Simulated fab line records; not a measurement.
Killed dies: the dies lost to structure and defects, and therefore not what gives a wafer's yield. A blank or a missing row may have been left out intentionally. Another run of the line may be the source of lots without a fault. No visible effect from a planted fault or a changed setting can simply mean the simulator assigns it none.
fab line records -- flow sky130 -- part 1 of 2: steps 1 to 27 of 35
[record] lots = 5, wafers = 15, last-day = 50
route steps=708 shown LI_CONTACT@372 LOCAL_INTERCONNECT@387 CONTACT@406
lots that met no fault: taken from a fault-free run of the same line
start-h: start of the lot's first displayed wafer, in hours after the record's first day -- wait-h: hours elapsed since this lot's preceding step -- " repeats the value in the row above -- L1.1+2: a row that stands for several wafers -- - no value present, or no start provided -- * or withheld: withheld -- < > ~ a bound
route shown NAME@n: a module of which the file shows steps, and the number in the route of the first -- usual: mean/standard deviation of fault-free wafers -- same: alike in all rows -- chamber/n: place in a boat -- sites: each site's reading -- _std_site: the values' standard deviation -- _edge_site: mean of outer sites minus mean of inner sites -- radius-mm: how far each site lies from the wafer's centre -- mask NAME#n: copy n -- behind: the most recent tool/chamber to have shaped the wafer -- hold: the reason the lot was held/the length of the hold in hours/how it ended -- device: the transistor (n, p or np) that didn't switch -- end of line: tests run on the same wafers once the route is complete -- for a step that has no rows: nothing shown but its recipe -- killed: dies that structure and defects cost at the first sort, which is not the same as the wafer's yield -- map: per-die view of a wafer (x killed, . not killed, _ where there is no die)
set.NAME: the run value of the setting; set.NAME@STEP: its run value at that earlier step -- model.NAME: the simulator's own value behind a step, which no gauge read
lots seen at some steps along the route; tables by step, rows by wafer
services: when a tool's chamber went out of use (start-h, in hours from the record's first day, below 0 if earlier), for how many hours, and the reason
[[steps]]
[step SKY_LI_CONTACT_PEB_10]
[recipe] peb-temp-c = withheld, peb-time-s = withheld, resist = KrF-thick
lot.wafer,tool,chamber,start-h,wait-h
L088.1+2+3,litho-track-02,0,-,-
L087.2+4+6,litho-track-02,0,-,-
L089.1+3+6,litho-track-01,0,-,-
L093.1+3+4,litho-track-01,0,-,-
L097.4+5+6,litho-track-02,0,-,-
[step SKY_LI_CONTACT_DEVELOP_11]
[recipe] develop-time-s = 60, resist = KrF-thick, dev-temp-c = 21
[same] develop-time-s = 60
lot.wafer,tool,chamber,start-h,wait-h
L088.1+2+3,litho-track-02,0,-,-
L087.2+4+6,litho-track-02,0,-,-
L089.1+3+6,litho-track-01,0,-,-
L093.1+3+4,litho-track-01,0,-,-
L097.4+5+6,litho-track-02,0,-,-
[step SKY_LI_CONTACT_CD_MEAS_12]
[recipe] target-cd-nm = 170
[usual] cd-nm = 169.9/1.4
lot.wafer,tool,chamber,start-h,wait-h,cd-nm
L088.1,cd-sem-01,-,783.87,-,168.8
L088.2,cd-sem-01,-,783.87,-,169.5
L088.3,cd-sem-01,-,783.87,-,169.5
L087.2,cd-sem-02,-,790.54,-,169.3
L087.4,cd-sem-02,-,790.54,-,169.0
L087.6,cd-sem-02,-,790.54,-,168.8
L089.1,cd-sem-02,-,798.89,-,172.0
L089.3,cd-sem-02,-,798.89,-,169.9
L089.6,cd-sem-02,-,798.89,-,170.5
L093.1,cd-sem-02,-,817.46,-,170.3
L093.3,cd-sem-02,-,817.46,-,169.7
L093.4,cd-sem-02,-,817.46,-,170.7
L097.4,cd-sem-01,-,847.38,-,168.0
L097.5,cd-sem-01,-,847.38,-,168.5
L097.6,cd-sem-01,-,847.38,-,169.4
[step SKY_LI_CONTACT_OVL_MEAS_13]
[usual] LI_CONTACT_OVL = 0/4.9
lot.wafer,tool,chamber,start-h,wait-h,LI_CONTACT_OVL[nm]
L088.1,overlay-02,-,783.99,0.1,-5
L088.2,overlay-02,-,783.99,0.1,-2
L088.3,overlay-02,-,783.99,0.1,-8
L087.2,overlay-02,-,790.64,0.1,10
L087.4,overlay-02,-,790.64,0.1,-2
L087.6,overlay-02,-,790.64,0.1,6
L089.1,overlay-01,-,799.01,0.1,8
L089.3,overlay-01,-,799.01,0.1,3
L089.6,overlay-01,-,799.01,0.1,6
L093.1,overlay-01,-,817.58,0.1,-5
L093.3,overlay-01,-,817.58,0.1,2
L093.4,overlay-01,-,817.58,0.1,-9
L097.4,overlay-01,-,847.45,0.1,12
L097.5,overlay-01,-,847.45,0.1,5
L097.6,overlay-01,-,847.45,0.1,7
[step SKY_LI_CONTACT_ETCH_14]
[recipe] chemistry = N2/H2, target = BARC, ion-energy-ev = 200, source-w = 500, bias-w = 100, pressure-mtorr = 30, n2-flow-sccm = 100, h2-flow-sccm = 200, stop-on = SiO2, time-s = 45.9, target-depth-a = 600
[usual] drypump-motor-current-A = 5.5/0.37, n2-flow-sccm = 100.02/0.28, oes-product-au = 0.855/0.0048, throttle-valve-pct = 13.224/0.0085
lot.wafer,tool,chamber,start-h,wait-h,drypump-motor-current-A,n2-flow-sccm,oes-product-au,rf-hours-counter-h,throttle-valve-pct
L088.1,rie-diel-03,1,784.02,0.0,5.6,99.92,0.862,24,13.234
L088.2,rie-diel-03,2,784.02,0.0,6.1,99.92,0.856,0,13.222
L088.3,rie-diel-03,0,784.02,0.0,5.1,99.75,0.858,33,13.235
L087.2,rie-diel-02,0,790.67,0.0,6.1,99.80,0.856,23,13.233
L087.4,rie-diel-02,2,790.67,0.0,5.7,99.81,0.857,2,13.225
L087.6,rie-diel-02,1,790.67,0.0,5.7,100.57,0.855,-,13.215
L089.1,rie-diel-02,1,799.04,0.0,5.7,100.40,0.861,15,13.222
L089.3,rie-diel-02,0,799.04,0.0,6.0,99.90,0.855,23,13.233
L089.6,rie-diel-02,0,799.04,0.0,6.1,99.48,0.857,-,13.217
L093.1,rie-diel-02,1,817.62,0.0,5.7,100.34,0.848,15,13.220
L093.3,rie-diel-02,2,817.62,0.0,5.7,100.23,0.856,3,13.205
L093.4,rie-diel-02,0,817.62,0.0,6.1,99.92,0.853,24,13.219
L097.4,rie-diel-04,1,847.49,0.0,5.5,100.05,0.852,-,13.213
L097.5,rie-diel-04,2,847.49,0.0,5.9,99.98,0.854,-,13.225
L097.6,rie-diel-04,3,847.49,0.0,5.3,99.95,0.855,-,13.236
[step SKY_LI_CONTACT_ETCH_15]
[recipe] target = PSG, chemistry = C4F8/O2/Ar, stop-on = Si, taper-deg = 4.15, mask-material = KrF-thick, source-w = 1500, bias-w = 1200, pressure-mtorr = 40, c4f8-flow-sccm = withheld, O2_flow_sccm = 6, Ar_flow_sccm = 300, time-s = withheld, target-depth-a = 6000
[usual] oes-product-au = 0.840/0.0049
lot.wafer,tool,chamber,start-h,wait-h,oes-product-au
L088.1,rie-diel-03,1,784.06,0.0,0.841
L088.2,rie-diel-03,2,784.06,0.0,0.840
L088.3,rie-diel-03,0,784.06,0.0,0.836
L087.2,rie-diel-02,0,790.71,0.0,0.843
L087.4,rie-diel-02,2,790.71,0.0,0.841
L087.6,rie-diel-02,1,790.71,0.0,0.839
L089.1,rie-diel-02,1,799.08,0.0,0.841
L089.3,rie-diel-02,0,799.08,0.0,0.844
L089.6,rie-diel-02,0,799.08,0.0,0.834
L093.1,rie-diel-02,1,817.66,0.0,0.846
L093.3,rie-diel-02,2,817.66,0.0,0.841
L093.4,rie-diel-02,0,817.66,0.0,0.843
L097.4,rie-diel-04,1,847.56,0.0,0.840
L097.5,rie-diel-04,2,847.56,0.0,0.843
L097.6,rie-diel-04,3,847.56,0.0,0.844
[step SKY_LI_CONTACT_STRIP_16]
[recipe] chemistry = O2/N2, power-w = 1400, pressure-mtorr = 1500, platen-temp-c = withheld, o2-flow-sccm = 3000, n2-flow-sccm = 300, overash-fraction = 0.5
[usual] drypump-motor-current-A = 5.5/0.41, n2-flow-sccm = 299.9/1, oes-product-au = 0.375/0.0044, strip-time-to-endpoint-s = 3.493/0.026
lot.wafer,tool,chamber,start-h,wait-h,drypump-motor-current-A,n2-flow-sccm,oes-product-au,rf-hours-counter-h,strip-time-to-endpoint-s
L088.1,plasma-asher-03,0,784.15,-,6.0,299.7,0.377,34,3.516
L088.2,plasma-asher-03,1,784.15,-,5.5,300.7,0.372,34,3.528
L088.3,plasma-asher-03,0,784.15,-,6.0,299.4,0.371,-,3.509
L087.2,plasma-asher-01,0,790.80,-,5.4,298.0,0.373,68,3.459
L087.4,plasma-asher-01,0,790.80,-,5.5,298.5,0.375,-,3.492
L087.6,plasma-asher-01,0,790.80,-,5.4,299.1,0.371,-,3.476
L089.1,plasma-asher-03,0,799.17,-,6.0,300.0,0.376,36,3.464
L089.3,plasma-asher-03,1,799.17,-,5.6,300.5,0.377,-,3.461
L089.6,plasma-asher-03,1,799.17,-,5.6,300.5,0.372,-,3.463
L093.1,plasma-asher-03,1,817.75,-,5.5,300.9,0.377,37,3.449
L093.3,plasma-asher-03,1,817.75,-,5.5,301.5,0.372,-,3.492
L093.4,plasma-asher-03,0,817.75,-,6.0,298.9,0.380,-,3.490
L097.4,plasma-asher-02,0,847.63,-,5.8,297.8,0.372,-,3.499
L097.5,plasma-asher-02,0,847.63,-,5.9,297.1,0.373,-,3.481
L097.6,plasma-asher-02,1,847.63,-,4.7,301.4,0.378,-,3.468
[step SKY_LI_CONTACT_CLEAN_17]
[recipe] chemistry = NMP, time-s = 600, temp-c = 60, dry = n2-spin
[usual] temp-c = 60.01/0.1
lot.wafer,tool,chamber,start-h,wait-h,temp-c
L088.1,wet-bench-01,0,784.25,0.1,60.02
L088.2,wet-bench-01,0,784.25,0.1,60.04
L088.3,wet-bench-01,0,784.25,0.1,60.00
L087.2,wet-bench-01,2,790.90,0.1,60.31
L087.4,wet-bench-01,2,790.90,0.1,60.12
L087.6,wet-bench-01,2,790.90,0.1,60.14
L089.1,wet-bench-01,3,799.27,0.1,59.98
L089.3,wet-bench-01,3,799.27,0.1,60.07
L089.6,wet-bench-01,3,799.27,0.1,59.96
L093.1,wet-bench-01,0,817.85,0.1,60.03
L093.3,wet-bench-01,0,817.85,0.1,59.99
L093.4,wet-bench-01,0,817.85,0.1,59.96
L097.4,wet-bench-04,1,847.70,0.0,59.94
L097.5,wet-bench-04,1,847.70,0.0,59.97
L097.6,wet-bench-04,1,847.70,0.0,59.96
[step SKY_LI_CONTACT_PRE_CLEAN_18]
[recipe] gas = Ar, time-s = 5.6, bias-v = 358
lot.wafer,tool,chamber,start-h,wait-h
L088.1+2+3,pvd-sputter-01,-,784.43,0.0
L087.2+4+6,pvd-sputter-03,-,791.08,0.0
L089.1+3+6,pvd-sputter-02,-,799.46,0.0
L093.1+3+4,pvd-sputter-01,-,818.04,0.0
L097.4+5+6,pvd-sputter-03,-,847.88,0.0
[step SKY_LI_CONTACT_SPUTTER_19]
[recipe] material = Ti, target-thk-nm = 20, chamber-pressure-pa = 5, power-w = 2500, substrate-temp-c = 200, time-s = 106.37
[usual] throttle-valve-pct = 30.0/0.7
lot.wafer,tool,chamber,start-h,wait-h,throttle-valve-pct
L088.1,pvd-sputter-01,-,784.44,0.0,29.4
L088.2,pvd-sputter-01,-,784.44,0.0,31.4
L088.3,pvd-sputter-01,-,784.44,0.0,30.9
L087.2,pvd-sputter-03,-,791.10,0.0,30.5
L087.4,pvd-sputter-03,-,791.10,0.0,29.5
L087.6,pvd-sputter-03,-,791.10,0.0,30.3
L089.1,pvd-sputter-02,-,799.48,0.0,29.8
L089.3,pvd-sputter-02,-,799.48,0.0,29.1
L089.6,pvd-sputter-02,-,799.48,0.0,28.9
L093.1,pvd-sputter-01,-,818.06,0.0,31.2
L093.3,pvd-sputter-01,-,818.06,0.0,29.8
L093.4,pvd-sputter-01,-,818.06,0.0,30.7
L097.4,pvd-sputter-03,-,847.90,0.0,30.5
L097.5,pvd-sputter-03,-,847.90,0.0,29.3
L097.6,pvd-sputter-03,-,847.90,0.0,30.6
[step SKY_LI_CONTACT_SPUTTER_20]
[recipe] material = TiN, target-thk-nm = 20, chamber-pressure-pa = 5, power-w = 4000, time-s = 80
[usual] throttle-valve-pct = 30.0/0.71
lot.wafer,tool,chamber,start-h,wait-h,throttle-valve-pct
L088.1,pvd-sputter-01,-,784.52,0.0,29.5
L088.2,pvd-sputter-01,-,784.52,0.0,31.3
L088.3,pvd-sputter-01,-,784.52,0.0,31.1
L087.2,pvd-sputter-03,-,791.17,0.0,30.2
L087.4,pvd-sputter-03,-,791.17,0.0,29.6
L087.6,pvd-sputter-03,-,791.17,0.0,30.4
L089.1,pvd-sputter-02,-,799.56,0.0,30.1
L089.3,pvd-sputter-02,-,799.56,0.0,28.9
L089.6,pvd-sputter-02,-,799.56,0.0,28.8
L093.1,pvd-sputter-01,-,818.13,0.0,31.1
L093.3,pvd-sputter-01,-,818.13,0.0,29.8
L093.4,pvd-sputter-01,-,818.13,0.0,30.7
L097.4,pvd-sputter-03,-,847.97,0.0,30.6
L097.5,pvd-sputter-03,-,847.97,0.0,29.6
L097.6,pvd-sputter-03,-,847.97,0.0,30.5
[step SKY_LI_CONTACT_CVD_21]
[recipe] material = W, target-thk-nm = 400, time-s = 120.56, temp-c = 398.1, pressure-torr = 40
[usual] heater-power-w = 842/53
lot.wafer,tool,chamber,start-h,wait-h,heater-power-w
L088.1,cvd-w-02,0,784.58,0.0,907
L088.2,cvd-w-02,1,784.58,0.0,851
L088.3,cvd-w-02,0,784.58,0.0,909
L087.2,cvd-w-01,0,791.23,0.0,830
L087.4,cvd-w-01,1,791.23,0.0,756
L087.6,cvd-w-01,1,791.23,0.0,742
L089.1,cvd-w-01,0,799.62,0.0,852
L089.3,cvd-w-01,0,799.62,0.0,863
L089.6,cvd-w-01,1,799.62,0.0,772
L093.1,cvd-w-02,1,818.19,0.0,871
L093.3,cvd-w-02,1,818.19,0.0,869
L093.4,cvd-w-02,0,818.19,0.0,888
L097.4,cvd-w-01,1,848.07,0.1,754
L097.5,cvd-w-01,1,848.07,0.1,752
L097.6,cvd-w-01,0,848.07,0.1,846
[step SKY_LI_CONTACT_RS_MEAS_22]
[recipe] thk-meas-gauge = four-point-probe, reads = W_of_LI_CONTACT_CVD_21+TiN_of_LI_CONTACT_SPUTTER_20+Ti_of_LI_CONTACT_SPUTTER_19
[usual] LI_CONTACT_W_RS = 0.2943/0.0028
lot.wafer,tool,chamber,start-h,wait-h,LI_CONTACT_W_RS[ohm/sq]
L088.1,film-metro-01,-,784.71,0.1,0.2933
L088.2,film-metro-01,-,784.71,0.1,0.2892
L088.3,film-metro-01,-,784.71,0.1,0.2915
L087.2,film-metro-02,-,791.38,0.1,0.2925
L087.4,film-metro-02,-,791.38,0.1,0.2953
L087.6,film-metro-02,-,791.38,0.1,0.2951
L089.1,film-metro-02,-,799.74,0.1,0.2944
L089.3,film-metro-02,-,799.74,0.1,0.2942
L089.6,film-metro-02,-,799.74,0.1,0.2923
L093.1,film-metro-03,-,818.32,0.1,0.2925
L093.3,film-metro-03,-,818.32,0.1,0.2982
L093.4,film-metro-03,-,818.32,0.1,0.3002
L097.4,film-metro-03,-,848.22,0.1,0.2974
L097.5,film-metro-03,-,848.22,0.1,0.2908
L097.6,film-metro-03,-,848.22,0.1,0.2957
[step SKY_LI_CONTACT_THK_MEAS_23]
[recipe] thk-meas-gauge = xrf, reads = W_of_LI_CONTACT_CVD_21
[usual] LI_CONTACT_W_THK = 389/6
lot.wafer,tool,chamber,start-h,wait-h,LI_CONTACT_W_THK[nm]
L088.1,film-metro-01,-,784.83,0.1,386
L088.2,film-metro-01,-,784.83,0.1,392
L088.3,film-metro-01,-,784.83,0.1,388
L087.2,film-metro-02,-,791.49,0.1,387
L087.4,film-metro-02,-,791.49,0.1,383
L087.6,film-metro-02,-,791.49,0.1,383
L089.1,film-metro-02,-,799.86,0.1,383
L089.3,film-metro-02,-,799.86,0.1,385
L089.6,film-metro-02,-,799.86,0.1,386
L093.1,film-metro-03,-,818.44,0.1,400
L093.3,film-metro-03,-,818.44,0.1,391
L093.4,film-metro-03,-,818.44,0.1,391
L097.4,film-metro-03,-,848.31,0.1,392
L097.5,film-metro-03,-,848.31,0.1,404
L097.6,film-metro-03,-,848.31,0.1,397
[step SKY_LI_CONTACT_CMP_24]
[recipe] stop-on = PSG, t-overpolish-s = 20, down-force-psi = 3.5, platen-rpm = 60, target-thk-nm = 0, pad-velocity-m-s = 0.94248
[usual] edge-zone-pressure-frac = 1.000/0.0051, motor-current-A = 10.7/0.9, overpolish-run-s = 19.999/0.0086, time-to-endpoint-s = 91/3.1
[same] t-overpolish-s = 20
lot.wafer,tool,chamber,start-h,wait-h,edge-zone-pressure-frac,motor-current-A,overpolish-run-s,time-to-endpoint-s
L088.2,cmp-01,3,784.89,0.0,0.997,11.3,19.999,87
L088.3,cmp-01,0,784.89,0.0,1.002,11.2,19.998,85
L088.1,cmp-01,2,784.89,0.0,1.002,11.6,20.009,87
L087.4,cmp-02,3,791.59,0.1,1.001,11.7,19.995,97
L087.2,cmp-02,0,791.59,0.1,1.008,10.4,19.998,97
L087.6,cmp-02,3,791.59,0.1,1.001,11.8,19.992,97
L089.3,cmp-02,3,799.92,0.0,0.992,12.2,20.015,95
L089.1,cmp-02,0,799.92,0.0,1.007,10.2,19.985,93
L089.6,cmp-02,3,799.92,0.0,0.997,11.3,19.998,92
L093.4,cmp-01,3,818.50,0.0,0.997,11.8,20.003,87
L093.3,cmp-01,0,818.50,0.0,0.993,10.5,20.005,88
L093.1,cmp-01,1,818.50,0.0,1.001,10.2,19.994,88
L097.4,cmp-02,3,848.39,0.1,0.996,12.3,20.010,87
L097.5,cmp-02,2,848.39,0.1,1.004,10.1,19.988,88
L097.6,cmp-02,3,848.39,0.1,1.002,11.7,19.996,88
[step SKY_LOCAL_INTERCONNECT_SPUTTER_00]
[recipe] material = TiN, target-thk-nm = 100, temp-c = 300, power-w = 6500, time-s = 83.3, chamber-pressure-pa = 0.4
[usual] throttle-valve-pct = 30.0/0.87
lot.wafer,tool,chamber,start-h,wait-h,throttle-valve-pct
L088.1,pvd-sputter-04,-,785.19,0.1,31.6
L088.2,pvd-sputter-04,-,785.19,0.1,28.4
L088.3,pvd-sputter-04,-,785.19,0.1,30.4
L087.2,pvd-sputter-02,-,791.84,0.1,28.9
L087.4,pvd-sputter-02,-,791.84,0.1,29.3
L087.6,pvd-sputter-02,-,791.84,0.1,29.8
L089.1,pvd-sputter-04,-,800.22,0.2,28.2
L089.3,pvd-sputter-04,-,800.22,0.2,31.6
L089.6,pvd-sputter-04,-,800.22,0.2,28.3
L093.1,pvd-sputter-04,-,818.80,0.1,30.6
L093.3,pvd-sputter-04,-,818.80,0.1,29.5
L093.4,pvd-sputter-04,-,818.80,0.1,31.6
L097.4,pvd-sputter-03,-,848.64,0.2,30.2
L097.5,pvd-sputter-03,-,848.64,0.2,30.6
L097.6,pvd-sputter-03,-,848.64,0.2,30.5
[step SKY_LOCAL_INTERCONNECT_RS_MEAS_01]
[recipe] thk-meas-gauge = four-point-probe, reads = TiN_of_LOCAL_INTERCONNECT_SPUTTER_00
[usual] LOCAL_INTERCONNECT_TIN_RS = 14.15/0.13
lot.wafer,tool,chamber,start-h,wait-h,LOCAL_INTERCONNECT_TIN_RS[ohm/sq]
L088.1,film-metro-04,-,785.25,0.0,14.22
L088.2,film-metro-04,-,785.25,0.0,14.16
L088.3,film-metro-04,-,785.25,0.0,14.24
L087.2,film-metro-01,-,791.92,0.1,14.27
L087.4,film-metro-01,-,791.92,0.1,14.25
L087.6,film-metro-01,-,791.92,0.1,14.40
L089.1,film-metro-01,-,800.29,0.0,14.23
L089.3,film-metro-01,-,800.29,0.0,14.13
L089.6,film-metro-01,-,800.29,0.0,14.12
L093.1,film-metro-03,-,818.86,0.0,14.04
L093.3,film-metro-03,-,818.86,0.0,13.98
L093.4,film-metro-03,-,818.86,0.0,13.91
L097.4,film-metro-03,-,848.78,0.1,14.15
L097.5,film-metro-03,-,848.78,0.1,14.14
L097.6,film-metro-03,-,848.78,0.1,14.14
[step SKY_LOCAL_INTERCONNECT_THK_MEAS_02]
[recipe] thk-meas-gauge = xrf, reads = TiN_of_LOCAL_INTERCONNECT_SPUTTER_00
[usual] LOCAL_INTERCONNECT_TIN_THK = 100.8/1.1
lot.wafer,tool,chamber,start-h,wait-h,LOCAL_INTERCONNECT_TIN_THK[nm]
L088.1,film-metro-04,-,785.37,0.1,100.1
L088.2,film-metro-04,-,785.37,0.1,100.5
L088.3,film-metro-04,-,785.37,0.1,99.9
L087.2,film-metro-01,-,792.03,0.1,100.7
L087.4,film-metro-01,-,792.03,0.1,100.6
L087.6,film-metro-01,-,792.03,0.1,99.8
L089.1,film-metro-01,-,800.41,0.1,100.7
L089.3,film-metro-01,-,800.41,0.1,102.1
L089.6,film-metro-01,-,800.41,0.1,101.7
L093.1,film-metro-03,-,818.98,0.1,101.5
L093.3,film-metro-03,-,818.98,0.1,102.4
L093.4,film-metro-03,-,818.98,0.1,103.1
L097.4,film-metro-03,-,848.87,0.1,100.6
L097.5,film-metro-03,-,848.87,0.1,101.3
L097.6,film-metro-03,-,848.87,0.1,100.1
[step SKY_LOCAL_INTERCONNECT_DEHYDRATE_03]
[recipe] temp-c = 200, time-s = 60
lot.wafer,tool,chamber,start-h,wait-h
L088.1+2+3,litho-track-03,0,797.80,12.4
L087.2+4+6,litho-track-01,0,804.97,12.9
L089.1+3+6,litho-track-01,0,812.84,12.4
L093.1+3+4,litho-track-03,0,831.25,12.3
L097.4+5+6,litho-track-01,0,861.47,12.6
[step SKY_LOCAL_INTERCONNECT_HMDS_04]
[recipe] prime-time-s = 60, prime-temp-c = 120
[usual] prime-temp-c = 120.02/0.13
lot.wafer,tool,chamber,start-h,wait-h,prime-temp-c
L088.1,litho-track-03,0,797.95,0.1,120.11
L088.2,litho-track-03,0,797.95,0.1,119.82
L088.3,litho-track-03,0,797.95,0.1,119.89
L087.2,litho-track-01,0,805.12,0.1,119.90
L087.4,litho-track-01,0,805.12,0.1,119.96
L087.6,litho-track-01,0,805.12,0.1,120.01
L089.1,litho-track-01,0,812.99,0.1,119.92
L089.3,litho-track-01,0,812.99,0.1,120.21
L089.6,litho-track-01,0,812.99,0.1,119.99
L093.1,litho-track-03,0,831.40,0.1,119.90
L093.3,litho-track-03,0,831.40,0.1,119.84
L093.4,litho-track-03,0,831.40,0.1,120.04
L097.4,litho-track-01,0,861.62,0.1,119.75
L097.5,litho-track-01,0,861.62,0.1,119.80
L097.6,litho-track-01,0,861.62,0.1,120.06
[step SKY_LOCAL_INTERCONNECT_COAT_05]
[recipe] resist = BARC, temp-c = withheld, time-s = withheld, spin-rpm = 3000, resist-thk-nm = 60
lot.wafer,tool,chamber,start-h,wait-h
L088.1+2+3,litho-track-03,0,798.10,0.1
L087.2+4+6,litho-track-01,0,805.27,0.1
L089.1+3+6,litho-track-01,0,813.14,0.1
L093.1+3+4,litho-track-03,0,831.55,0.1
L097.4+5+6,litho-track-01,0,861.77,0.1
[step SKY_LOCAL_INTERCONNECT_COAT_06]
[recipe] resist = KrF-thick, spin-rpm = 3000, resist-thk-nm = 455.2
lot.wafer,tool,chamber,start-h,wait-h
L088.1+2+3,litho-track-03,0,-,-
L087.2+4+6,litho-track-01,0,-,-
L089.1+3+6,litho-track-01,0,-,-
L093.1+3+4,litho-track-03,0,-,-
L097.4+5+6,litho-track-01,0,-,-
[step SKY_LOCAL_INTERCONNECT_SOFTBAKE_07]
[recipe] temp-c = 100, time-s = 90, resist = KrF-thick
lot.wafer,tool,chamber,start-h,wait-h
L088.1+2+3,litho-track-03,0,-,-
L087.2+4+6,litho-track-01,0,-,-
L089.1+3+6,litho-track-01,0,-,-
L093.1+3+4,litho-track-03,0,-,-
L097.4+5+6,litho-track-01,0,-,-
[step SKY_LOCAL_INTERCONNECT_EXPOSE_08]
[recipe] mask-id = LI1M, na = 0.8, source-shape = annular, sigma-inner = 0.55, sigma-outer = 0.85, target-cd-nm = 170, dose-mj = 28
[usual] exposure-dose-mJ-cm2 = 28.013/0.027, focus-offset-nm = 0.0/0.62
lot.wafer,tool,chamber,start-h,wait-h,mask,exposure-dose-mJ-cm2,focus-offset-nm
L088.1,krf-scanner-01,0,-,-,LI1M#0,28.038,-0.6
L088.2,krf-scanner-01,0,-,-,LI1M#0,28.001,-0.1
L088.3,krf-scanner-01,0,-,-,LI1M#0,28.021,-0.3
L087.2,krf-scanner-01,0,-,-,LI1M#0,28.005,-0.9
L087.4,krf-scanner-01,0,-,-,LI1M#0,27.947,-0.4
L087.6,krf-scanner-01,0,-,-,LI1M#0,27.968,-1.8
L089.1,krf-scanner-02,0,-,-,LI1M#0,27.981,0.3
L089.3,krf-scanner-02,0,-,-,LI1M#0,28.049,0.6
L089.6,krf-scanner-02,0,-,-,LI1M#0,28.005,0.0
L093.1,krf-scanner-01,0,-,-,LI1M#0,28.066,-0.8
L093.3,krf-scanner-01,0,-,-,LI1M#0,28.057,-0.7
L093.4,krf-scanner-01,0,-,-,LI1M#0,28.002,-0.3
L097.4,krf-scanner-01,0,-,-,LI1M#0,27.985,1.2
L097.5,krf-scanner-01,0,-,-,LI1M#0,27.988,0.6
L097.6,krf-scanner-01,0,-,-,LI1M#0,28.018,0.7
[step SKY_LOCAL_INTERCONNECT_PEB_09]
[recipe] peb-temp-c = withheld, peb-time-s = withheld, resist = KrF-thick
lot.wafer,tool,chamber,start-h,wait-h
L088.1+2+3,litho-track-03,0,-,-
L087.2+4+6,litho-track-03,0,-,-
L089.1+3+6,litho-track-01,0,-,-
L093.1+3+4,litho-track-01,0,-,-
L097.4+5+6,litho-track-02,0,-,-
[step SKY_LOCAL_INTERCONNECT_DEVELOP_10]
[recipe] develop-time-s = 60, resist = KrF-thick, dev-temp-c = 21
[same] develop-time-s = 60
lot.wafer,tool,chamber,start-h,wait-h
L088.1+2+3,litho-track-03,0,-,-
L087.2+4+6,litho-track-03,0,-,-
L089.1+3+6,litho-track-01,0,-,-
L093.1+3+4,litho-track-01,0,-,-
L097.4+5+6,litho-track-02,0,-,-
[step SKY_LOCAL_INTERCONNECT_CD_MEAS_11]
[recipe] target-cd-nm = 170
[usual] cd-nm = 170.2/1.4
lot.wafer,tool,chamber,start-h,wait-h,cd-nm
L088.1,cd-sem-01,-,811.85,-,169.7
L088.2,cd-sem-01,-,811.85,-,171.3
L088.3,cd-sem-01,-,811.85,-,170.5
L087.2,cd-sem-02,-,818.37,-,171.1
L087.4,cd-sem-02,-,818.37,-,170.6
L087.6,cd-sem-02,-,818.37,-,171.5
L089.1,cd-sem-02,-,826.39,-,169.3
L089.3,cd-sem-02,-,826.39,-,171.0
L089.6,cd-sem-02,-,826.39,-,167.7
L093.1,cd-sem-02,-,845.54,-,172.9
L093.3,cd-sem-02,-,845.54,-,172.7
L093.4,cd-sem-02,-,845.54,-,171.6
L097.4,cd-sem-02,-,874.78,-,171.0
L097.5,cd-sem-02,-,874.78,-,170.9
L097.6,cd-sem-02,-,874.78,-,171.4
